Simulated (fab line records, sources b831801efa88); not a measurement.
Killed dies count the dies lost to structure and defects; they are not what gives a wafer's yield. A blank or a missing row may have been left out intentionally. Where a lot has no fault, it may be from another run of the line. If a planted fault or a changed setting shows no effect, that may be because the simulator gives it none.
fab line records	flow sky130	part 1 of 2: steps 1 to 24 of 34
record lots=5	wafers=15	last_day=50
route steps=708 shown VIA1@466 METAL2@483
lots that met no fault: taken from a fault-free run of the same line
start_h: the number of hours between the record's first day and the start of the first shown wafer of the lot	wait_h: time in hours since the lot's previous step	" as in the row above	L1.1+2: several wafers, shown together as one row	- no value present, or no start provided	* or withheld: withheld	< > ~ a bound
route shown NAME@n: names a module that has steps shown in the file, with the first one's number in the route	usual: mean/standard deviation of fault-free wafers	same: alike in all rows	chamber/n: place in a boat	sites: each site's reading	_std_site: their standard deviation	_edge_site: the outer-site mean with the inner-site mean subtracted	radius_mm: how far each site lies from the wafer's centre	mask NAME#n: copy n	behind: the last tool/chamber to shape the wafer	hold: why the lot was held/for how many hours/how that ended	device: which transistor (n, p or np) failed to switch	end of line: the tests these same wafers got at the end of their route	a step with no rows: only its recipe	killed: the dies lost at the first sort to structure and to defects; this is not the yield of the wafer	map: dies across one wafer; x = killed, . = not, _ = none there
set.NAME: the setting the step ran with; set.NAME@STEP: the setting that earlier step ran with	model.NAME: the simulator's own value behind a step, which no gauge read
lots at some steps of the route; a table a step, a row a wafer
services: when a tool's chamber went out of use (start_h, in hours from the record's first day, below 0 if earlier), for how many hours, and the reason
## steps
# step SKY_VIA1_SOFTBAKE_08
# recipe temp_c=100	time_s=90	resist=KrF-thick
# usual chill_plate_temp_C=23.03/0.11	exhaust_pa=45.0/0.89
lot.wafer	tool	chamber	start_h	wait_h	chill_plate_temp_C	exhaust_pa
L075.2	litho_track-02	0	-	-	23.04	44.0
L075.3	"	0	"	"	23.02	44.2
L075.4	"	0	"	"	23.00	45.8
L081.2	litho_track-03	0	-	-	23.10	45.9
L081.4	"	0	"	"	22.97	44.8
L081.5	"	0	"	"	23.03	44.5
L083.1	litho_track-02	0	-	-	22.97	43.9
L083.3	"	0	"	"	22.86	44.4
L083.5	"	0	"	"	23.05	45.3
L092.1	litho_track-01	0	-	-	23.04	43.3
L092.3	"	0	"	"	23.10	43.7
L092.6	"	0	"	"	23.16	44.2
L096.3	litho_track-01	0	-	-	23.06	45.4
L096.4	"	0	"	"	23.16	45.7
L096.6	"	0	"	"	23.10	45.2
# step SKY_VIA1_EXPOSE_09
# recipe mask_id=VIM	na=0.8	source_shape=annular	sigma_inner=0.55	sigma_outer=0.85	target_cd_nm=150	dose_mj=38
# usual exposure_dose_mJ_cm2=37.97/0.039
lot.wafer	tool	chamber	start_h	wait_h	mask	exposure_dose_mJ_cm2
L075.2	krf_scanner-01	0	-	-	VIM#0	37.95
L075.3	"	0	"	"	VIM#0	37.93
L075.4	"	0	"	"	VIM#0	37.93
L081.2	krf_scanner-02	0	-	-	VIM#0	38.00
L081.4	"	0	"	"	VIM#0	37.91
L081.5	"	0	"	"	VIM#0	38.00
L083.1	krf_scanner-01	0	-	-	VIM#0	38.01
L083.3	"	0	"	"	VIM#0	38.04
L083.5	"	0	"	"	VIM#0	37.98
L092.1	krf_scanner-02	0	-	-	VIM#0	37.90
L092.3	"	0	"	"	VIM#0	37.89
L092.6	"	0	"	"	VIM#0	37.94
L096.3	krf_scanner-02	0	-	-	VIM#0	38.02
L096.4	"	0	"	"	VIM#0	38.02
L096.6	"	0	"	"	VIM#0	38.00
# step SKY_VIA1_PEB_10
# recipe peb_temp_c=withheld	peb_time_s=withheld	resist=KrF-thick
# usual chill_plate_temp_C=*	exhaust_pa=44.9/0.88
lot.wafer	tool	chamber	start_h	wait_h	chill_plate_temp_C	exhaust_pa
L075.2	litho_track-01	0	-	-	*	46.1
L075.3	"	0	"	"	*	46.1
L075.4	"	0	"	"	*	46.8
L081.2	litho_track-01	0	-	-	*	43.5
L081.4	"	0	"	"	*	45.6
L081.5	"	0	"	"	*	44.7
L083.1	litho_track-01	0	-	-	*	44.1
L083.3	"	0	"	"	*	43.4
L083.5	"	0	"	"	*	43.3
L092.1	litho_track-03	0	-	-	*	45.7
L092.3	"	0	"	"	*	44.3
L092.6	"	0	"	"	*	44.3
L096.3	litho_track-01	0	-	-	*	45.6
L096.4	"	0	"	"	*	44.2
L096.6	"	0	"	"	*	46.7
# step SKY_VIA1_DEVELOP_11
# recipe develop_time_s=60	resist=KrF-thick	dev_temp_c=21
# usual chill_plate_temp_C=23.01/0.1	exhaust_pa=44.6/0.9
lot.wafer	tool	chamber	start_h	wait_h	chill_plate_temp_C	exhaust_pa
L075.2	litho_track-01	0	-	-	22.91	45.8
L075.3	"	0	"	"	22.96	44.4
L075.4	"	0	"	"	22.85	45.5
L081.2	litho_track-01	0	-	-	22.95	43.7
L081.4	"	0	"	"	22.97	44.5
L081.5	"	0	"	"	23.11	44.6
L083.1	litho_track-01	0	-	-	23.00	45.0
L083.3	"	0	"	"	23.03	44.9
L083.5	"	0	"	"	23.05	45.5
L092.1	litho_track-03	0	-	-	23.06	43.7
L092.3	"	0	"	"	23.02	45.3
L092.6	"	0	"	"	23.02	44.2
L096.3	litho_track-01	0	-	-	23.10	45.2
L096.4	"	0	"	"	23.00	44.9
L096.6	"	0	"	"	22.97	43.6
# step SKY_VIA1_CD_MEAS_12
# recipe target_cd_nm=150
# usual cd_nm=149.9/1.6
lot.wafer	tool	chamber	start_h	wait_h	cd_nm
L075.2	cd_sem-01	-	791.08	-	151.0
L075.3	"	-	"	"	150.5
L075.4	"	-	"	"	150.8
L081.2	cd_sem-02	-	851.73	-	150.1
L081.4	"	-	"	"	148.6
L081.5	"	-	"	"	149.6
L083.1	cd_sem-01	-	858.36	-	149.5
L083.3	"	-	"	"	151.1
L083.5	"	-	"	"	150.4
L092.1	cd_sem-01	-	915.08	-	149.4
L092.3	"	-	"	"	150.7
L092.6	"	-	"	"	148.3
L096.3	cd_sem-02	-	948.30	-	148.0
L096.4	"	-	"	"	149.2
L096.6	"	-	"	"	149.3
# step SKY_VIA1_OVL_MEAS_13
# usual VIA1_OVL=-1/6
lot.wafer	tool	chamber	start_h	wait_h	VIA1_OVL[nm]
L075.2	overlay-01	-	791.19	0.1	3
L075.3	"	-	"	"	3
L075.4	"	-	"	"	1
L081.2	overlay-01	-	851.84	0.1	-6
L081.4	"	-	"	"	4
L081.5	"	-	"	"	0
L083.1	overlay-01	-	858.52	0.1	2
L083.3	"	-	"	"	0
L083.5	"	-	"	"	10
L092.1	overlay-02	-	915.20	0.1	4
L092.3	"	-	"	"	-1
L092.6	"	-	"	"	4
L096.3	overlay-02	-	948.39	0.1	-3
L096.4	"	-	"	"	-3
L096.6	"	-	"	"	1
# step SKY_VIA1_ETCH_14
# recipe chemistry=N2/H2	target=BARC	ion_energy_ev=200	source_w=500	bias_w=100	pressure_mtorr=30	n2_flow_sccm=100	h2_flow_sccm=200	stop_on=SiO2	time_s=45.9	target_depth_a=600
# usual drypump_motor_current_A=5.8/0.43	oes_product_au=0.855/0.0045	throttle_valve_pct=13.225/0.0096
lot.wafer	tool	chamber	start_h	wait_h	drypump_motor_current_A	oes_product_au	rf_hours_counter_h	throttle_valve_pct
L075.2	rie_diel-01	1	791.22	0.0	5.4	0.851	13	13.222
L075.3	"	3	"	"	5.1	0.855	17	13.222
L075.4	"	2	"	"	5.4	0.851	6	13.229
L081.2	rie_diel-04	1	851.87	0.0	5.9	0.847	0	13.239
L081.4	"	1	"	"	5.9	0.856	-	13.216
L081.5	"	3	"	"	5.7	0.854	-	13.225
L083.1	rie_diel-02	2	858.55	0.0	6.1	0.852	3	13.237
L083.3	"	3	"	"	6.3	0.851	11	13.222
L083.5	"	3	"	"	6.2	0.858	-	13.230
L092.1	rie_diel-04	3	915.24	0.0	5.7	0.859	3	13.229
L092.3	"	0	"	"	6.4	0.856	15	13.226
L092.6	"	2	"	"	6.0	0.858	-	13.198
L096.3	rie_diel-04	3	948.42	0.0	5.8	0.852	4	13.218
L096.4	"	0	"	"	6.4	0.859	16	13.213
L096.6	"	0	"	"	6.4	0.850	-	13.239
# step SKY_VIA1_ETCH_15
# recipe target=SiO2	chemistry=C4F8/O2/Ar	target_depth_nm=351	stop_on=TiN	mask_material=KrF-thick	source_w=1500	bias_w=1200	pressure_mtorr=40	c4f8_flow_sccm=withheld	O2_flow_sccm=6	Ar_flow_sccm=300	time_s=54
# usual oes_product_au=0.980/0.006
lot.wafer	tool	chamber	start_h	wait_h	oes_product_au	rf_hours_counter_h
L075.2	rie_diel-01	1	791.26	0.0	0.991	13
L075.3	"	3	"	"	0.995	17
L075.4	"	2	"	"	0.982	6
L081.2	rie_diel-04	1	851.91	0.0	0.976	0
L081.4	"	1	"	"	0.988	-
L081.5	"	3	"	"	0.980	-
L083.1	rie_diel-02	2	858.59	0.0	0.970	3
L083.3	"	3	"	"	0.979	12
L083.5	"	3	"	"	0.977	-
L092.1	rie_diel-04	3	915.28	0.0	0.979	3
L092.3	"	0	"	"	0.988	15
L092.6	"	2	"	"	0.984	-
L096.3	rie_diel-04	3	948.46	0.0	0.985	4
L096.4	"	0	"	"	0.978	16
L096.6	"	0	"	"	0.990	-
# step SKY_VIA1_STRIP_16
# recipe chemistry=O2/N2	power_w=1400	pressure_mtorr=1500	platen_temp_c=withheld	o2_flow_sccm=3000	n2_flow_sccm=300	overash_fraction=0.5
# usual drypump_motor_current_A=5.9/0.34	oes_product_au=0.416/0.0043	strip_time_to_endpoint_s=4.464/0.027
lot.wafer	tool	chamber	start_h	wait_h	drypump_motor_current_A	oes_product_au	rf_hours_counter_h	strip_time_to_endpoint_s
L075.2	plasma_asher-02	0	791.30	0.0	5.8	0.410	67	4.483
L075.3	"	1	"	"	5.6	0.412	-	4.454
L075.4	"	0	"	"	5.8	0.419	-	4.421
L081.2	plasma_asher-01	1	851.95	0.0	6.0	0.414	11	4.485
L081.4	"	0	"	"	6.4	0.412	-	4.489
L081.5	"	0	"	"	6.4	0.408	-	4.459
L083.1	plasma_asher-02	0	858.64	0.0	5.8	0.416	74	4.489
L083.3	"	1	"	"	5.6	0.417	-	4.448
L083.5	"	1	"	"	5.6	0.416	-	4.474
L092.1	plasma_asher-01	0	915.32	0.0	6.4	0.412	17	4.473
L092.3	"	1	"	"	5.9	0.416	-	4.438
L092.6	"	1	"	"	5.9	0.412	-	4.465
L096.3	plasma_asher-01	0	948.54	0.1	6.4	0.417	-	4.467
L096.4	"	1	"	"	5.9	0.419	-	4.452
L096.6	"	1	"	"	5.9	0.412	-	4.460
# step SKY_VIA1_STRIP_17
# recipe chemistry=post_etch_residue_remover	time_s=1200	temp_c=72.5
lot.wafer	tool	chamber	start_h	wait_h
L075.2+3+4	wet_bench-03	2	791.40	0.1
L081.2+4+5	wet_bench-04	0	852.05	0.1
L083.1+3+5	wet_bench-04	0	858.74	0.1
L092.1+3+6	wet_bench-02	1	915.42	0.1
L096.3+4+6	wet_bench-02	1	948.61	0.0
# step SKY_VIA1_CLEAN_18
# recipe chemistry=IPA	time_s=180	temp_c=25
lot.wafer	tool	chamber	start_h	wait_h
L075.2+3+4	wet_bench-02	3	791.78	0.0
L081.2+4+5	wet_bench-02	0	852.43	0.0
L083.1+3+5	wet_bench-02	2	859.15	0.0
L092.1+3+6	wet_bench-03	0	915.80	0.0
L096.3+4+6	wet_bench-04	0	948.98	0.0
# step SKY_VIA1_CLEAN_19
# recipe chemistry=O3/DIW	dry=n2_spin
lot.wafer	tool	chamber	start_h	wait_h
L075.2+3+4	wet_bench-03	3	791.84	0.0
L081.2+4+5	wet_bench-04	1	852.49	0.0
L083.1+3+5	wet_bench-03	3	859.22	0.0
L092.1+3+6	wet_bench-04	1	915.86	0.0
L096.3+4+6	wet_bench-03	2	949.04	0.0
# step SKY_VIA1_SPUTTER_20
# recipe material=TiN	target_thk_nm=20	chamber_pressure_pa=5	power_w=4000	time_s=80
# usual throttle_valve_pct=30.8/1.2
lot.wafer	tool	chamber	start_h	wait_h	throttle_valve_pct
L075.2	pvd_sputter-04	-	791.94	0.0	30.9
L075.3	"	-	"	"	29.3
L075.4	"	-	"	"	31.4
L081.2	pvd_sputter-04	-	852.59	0.0	31.4
L081.4	"	-	"	"	30.6
L081.5	"	-	"	"	32.0
L083.1	pvd_sputter-01	-	859.33	0.0	30.9
L083.3	"	-	"	"	33.3
L083.5	"	-	"	"	29.6
L092.1	pvd_sputter-04	-	915.95	0.0	29.3
L092.3	"	-	"	"	32.1
L092.6	"	-	"	"	29.2
L096.3	pvd_sputter-04	-	949.14	0.0	32.0
L096.4	"	-	"	"	29.4
L096.6	"	-	"	"	29.4
# step SKY_VIA1_CVD_21
# recipe material=W	target_thk_nm=270	time_s=80.902	temp_c=400	pressure_torr=40
# usual heater_power_w=901/42
lot.wafer	tool	chamber	start_h	wait_h	heater_power_w
L075.2	cvd_w-02	0	792.00	0.0	949
L075.3	"	1	"	"	927
L075.4	"	0	"	"	927
L081.2	cvd_w-01	0	852.65	0.0	809
L081.4	"	1	"	"	953
L081.5	"	1	"	"	950
L083.1	cvd_w-01	0	859.39	0.0	826
L083.3	"	1	"	"	920
L083.5	"	1	"	"	901
L092.1	cvd_w-01	0	916.01	0.0	835
L092.3	"	1	"	"	918
L092.6	"	0	"	"	831
L096.3	cvd_w-01	0	949.23	0.1	868
L096.4	"	1	"	"	937
L096.6	"	0	"	"	832
# step SKY_VIA1_RS_MEAS_22
# recipe thk_meas_gauge=four-point-probe	reads=W_of_VIA1_CVD_21+TiN_of_VIA1_SPUTTER_20
# usual VIA1_W_RS=0.428/0.0043
lot.wafer	tool	chamber	start_h	wait_h	VIA1_W_RS[ohm/sq]
L075.2	film_metro-02	-	792.11	0.1	0.419
L075.3	"	-	"	"	0.429
L075.4	"	-	"	"	0.422
L081.2	film_metro-01	-	852.76	0.1	0.431
L081.4	"	-	"	"	0.424
L081.5	"	-	"	"	0.429
L083.1	film_metro-02	-	859.49	0.1	0.432
L083.3	"	-	"	"	0.425
L083.5	"	-	"	"	0.430
L092.1	film_metro-02	-	916.10	0.1	0.427
L092.3	"	-	"	"	0.426
L092.6	"	-	"	"	0.423
L096.3	film_metro-02	-	949.33	0.1	0.434
L096.4	"	-	"	"	0.429
L096.6	"	-	"	"	0.431
# step SKY_VIA1_THK_MEAS_23
# recipe thk_meas_gauge=xrf	reads=W_of_VIA1_CVD_21
# usual VIA1_W_THK=273/3.2
lot.wafer	tool	chamber	start_h	wait_h	VIA1_W_THK[nm]
L075.2	film_metro-02	-	792.22	0.1	280
L075.3	"	-	"	"	275
L075.4	"	-	"	"	282
L081.2	film_metro-01	-	852.87	0.1	271
L081.4	"	-	"	"	276
L081.5	"	-	"	"	273
L083.1	film_metro-02	-	859.61	0.1	275
L083.3	"	-	"	"	280
L083.5	"	-	"	"	277
L092.1	film_metro-02	-	916.22	0.1	275
L092.3	"	-	"	"	277
L092.6	"	-	"	"	281
L096.3	film_metro-02	-	949.43	0.1	271
L096.4	"	-	"	"	272
L096.6	"	-	"	"	273
# step SKY_VIA1_CMP_24
# recipe stop_on=SiO2	t_overpolish_s=15	down_force_psi=3.5	platen_rpm=60	target_thk_nm=0	pad_velocity_m_s=0.94248
# usual motor_current_A=11.5/0.98	overpolish_run_s=15.001/0.0094	retaining_ring_pressure_frac=1.001/0.0048	time_to_endpoint_s=64/3
lot.wafer	tool	chamber	start_h	wait_h	motor_current_A	overpolish_run_s	retaining_ring_pressure_frac	time_to_endpoint_s
L075.3	cmp-02	3	792.27	0.0	12.4	15.006	1.001	65
L075.4	"	0	"	"	11.2	15.008	0.990	62
L075.2	"	1	"	"	10.0	14.995	1.007	64
L081.2	cmp-01	1	852.97	0.1	12.8	15.004	1.004	62
L081.4	"	3	"	"	11.6	14.994	1.003	67
L081.5	"	0	"	"	12.7	14.984	1.003	63
L083.1	cmp-01	3	859.72	0.1	11.9	14.979	0.996	63
L083.3	"	1	"	"	13.4	14.994	1.003	64
L083.5	"	2	"	"	11.2	15.016	1.003	64
L092.3	cmp-02	1	916.38	0.1	10.2	14.999	1.006	68
L092.1	"	2	"	"	10.9	15.016	1.000	68
L092.6	"	3	"	"	12.9	15.009	0.998	73
L096.3	cmp-02	0	949.47	0.0	10.7	14.998	0.995	56
L096.4	"	2	"	"	10.9	14.991	1.004	62
L096.6	"	1	"	"	9.9	14.985	1.005	62
# step SKY_METAL2_SPUTTER_00
# recipe material=Ti	target_thk_nm=15	power_w=3000	time_s=10	chamber_pressure_pa=0.4
# usual throttle_valve_pct=30.5/1.5
lot.wafer	tool	chamber	start_h	wait_h	throttle_valve_pct
L075.2	pvd_sputter-02	-	792.57	0.1	30.5
L075.3	"	-	"	"	29.8
L075.4	"	-	"	"	29.8
L081.2	pvd_sputter-02	-	853.22	0.2	28.8
L081.4	"	-	"	"	30.0
L081.5	"	-	"	"	30.5
L083.1	pvd_sputter-01	-	859.97	0.2	33.1
L083.3	"	-	"	"	29.6
L083.5	"	-	"	"	31.1
L092.1	pvd_sputter-03	-	916.58	0.1	32.1
L092.3	"	-	"	"	29.5
L092.6	"	-	"	"	30.5
L096.3	pvd_sputter-01	-	949.77	0.2	31.0
L096.4	"	-	"	"	30.8
L096.6	"	-	"	"	33.3
# step SKY_METAL2_SPUTTER_01
# recipe material=TiN	target_thk_nm=20	power_w=6500	time_s=16.7	chamber_pressure_pa=0.4
# usual throttle_valve_pct=30.5/1.4
lot.wafer	tool	chamber	start_h	wait_h	throttle_valve_pct
L075.2	pvd_sputter-02	-	792.59	0.0	30.7
L075.3	"	-	"	"	29.9
L075.4	"	-	"	"	29.9
L081.2	pvd_sputter-02	-	853.25	0.0	28.6
L081.4	"	-	"	"	30.1
L081.5	"	-	"	"	30.6
L083.1	pvd_sputter-01	-	859.99	0.0	33.4
L083.3	"	-	"	"	29.7
L083.5	"	-	"	"	30.9
L092.1	pvd_sputter-03	-	916.60	0.0	31.9
L092.3	"	-	"	"	30.0
L092.6	"	-	"	"	30.5
L096.3	pvd_sputter-01	-	949.79	0.0	31.1
L096.4	"	-	"	"	31.0
L096.6	"	-	"	"	33.3
# step SKY_METAL2_SPUTTER_02
# recipe material=AlCu	target_thk_nm=250	power_w=10600	time_s=13.3	chamber_pressure_pa=0.4
# usual throttle_valve_pct=30.4/1.5
lot.wafer	tool	chamber	start_h	wait_h	throttle_valve_pct
L075.2	pvd_sputter-02	-	792.62	0.0	30.6
L075.3	"	-	"	"	29.8
L075.4	"	-	"	"	29.9
L081.2	pvd_sputter-02	-	853.27	0.0	28.7
L081.4	"	-	"	"	30.2
L081.5	"	-	"	"	30.5
L083.1	pvd_sputter-01	-	860.01	0.0	33.2
L083.3	"	-	"	"	29.9
L083.5	"	-	"	"	31.1
L092.1	pvd_sputter-03	-	916.63	0.0	32.0
L092.3	"	-	"	"	29.6
L092.6	"	-	"	"	30.6
L096.3	pvd_sputter-01	-	949.82	0.0	31.1
L096.4	"	-	"	"	30.8
L096.6	"	-	"	"	33.6
# step SKY_METAL2_SPUTTER_03
# recipe material=Ti	target_thk_nm=5	power_w=3000	time_s=3.3	chamber_pressure_pa=0.4
# usual throttle_valve_pct=30.4/1.5
lot.wafer	tool	chamber	start_h	wait_h	throttle_valve_pct
L075.2	pvd_sputter-02	-	792.64	0.0	30.4
L075.3	"	-	"	"	30.2
L075.4	"	-	"	"	29.6
L081.2	pvd_sputter-02	-	853.30	0.0	28.5
L081.4	"	-	"	"	29.9
L081.5	"	-	"	"	30.2
L083.1	pvd_sputter-01	-	860.04	0.0	33.5
L083.3	"	-	"	"	29.7
L083.5	"	-	"	"	30.9
L092.1	pvd_sputter-03	-	916.65	0.0	32.0
L092.3	"	-	"	"	29.7
L092.6	"	-	"	"	30.2
L096.3	pvd_sputter-01	-	949.84	0.0	31.2
L096.4	"	-	"	"	30.9
L096.6	"	-	"	"	33.2
# step SKY_METAL2_SPUTTER_04
# recipe material=TiN	target_thk_nm=70	power_w=6500	time_s=58.3	chamber_pressure_pa=0.4
# usual throttle_valve_pct=30.4/1.4
lot.wafer	tool	chamber	start_h	wait_h	throttle_valve_pct
L075.2	pvd_sputter-02	-	792.66	0.0	30.6
L075.3	"	-	"	"	30.1
L075.4	"	-	"	"	29.9
L081.2	pvd_sputter-02	-	853.32	0.0	28.6
L081.4	"	-	"	"	29.9
L081.5	"	-	"	"	30.4
L083.1	pvd_sputter-01	-	860.06	0.0	33.4
L083.3	"	-	"	"	29.7
L083.5	"	-	"	"	31.1
L092.1	pvd_sputter-03	-	916.67	0.0	31.9
L092.3	"	-	"	"	29.5
L092.6	"	-	"	"	30.2
L096.3	pvd_sputter-01	-	949.86	0.0	31.1
L096.4	"	-	"	"	31.0
L096.6	"	-	"	"	32.9
# step SKY_METAL2_RS_MEAS_05
# recipe thk_meas_gauge=four-point-probe	reads=TiN_of_METAL2_SPUTTER_04+Ti_of_METAL2_SPUTTER_03+AlCu_of_METAL2_SPUTTER_02+TiN_of_METAL2_SPUTTER_01+Ti_of_METAL2_SPUTTER_00
# usual METAL2_ALCU_RS=0.1269/0.0011
lot.wafer	tool	chamber	start_h	wait_h	METAL2_ALCU_RS[ohm/sq]
L075.2	film_metro-02	-	792.73	0.0	0.1272
L075.3	"	-	"	"	0.1268
L075.4	"	-	"	"	0.1280
L081.2	film_metro-03	-	853.38	0.0	0.1277
L081.4	"	-	"	"	0.1271
L081.5	"	-	"	"	0.1283
L083.1	film_metro-01	-	860.11	0.0	0.1270
L083.3	"	-	"	"	0.1263
L083.5	"	-	"	"	0.1263
L092.1	film_metro-03	-	916.72	0.0	0.1277
L092.3	"	-	"	"	0.1282
L092.6	"	-	"	"	0.1268
L096.3	film_metro-03	-	949.95	0.1	0.1266
L096.4	"	-	"	"	0.1268
L096.6	"	-	"	"	0.1268
# step SKY_METAL2_THK_MEAS_06
# recipe thk_meas_gauge=xrf	reads=AlCu_of_METAL2_SPUTTER_02
# usual METAL2_ALCU_THK=250.4/2.8
lot.wafer	tool	chamber	start_h	wait_h	METAL2_ALCU_THK[nm]
L075.2	film_metro-02	-	792.84	0.1	247.6
L075.3	"	-	"	"	250.1
L075.4	"	-	"	"	246.3
L081.2	film_metro-03	-	853.49	0.1	248.9
L081.4	"	-	"	"	247.7
L081.5	"	-	"	"	247.8
L083.1	film_metro-01	-	860.23	0.1	250.4
L083.3	"	-	"	"	252.5
L083.5	"	-	"	"	250.2
L092.1	film_metro-03	-	916.84	0.1	249.0
L092.3	"	-	"	"	248.3
L092.6	"	-	"	"	250.5
L096.3	film_metro-03	-	950.05	0.1	250.6
L096.4	"	-	"	"	249.3
L096.6	"	-	"	"	249.7
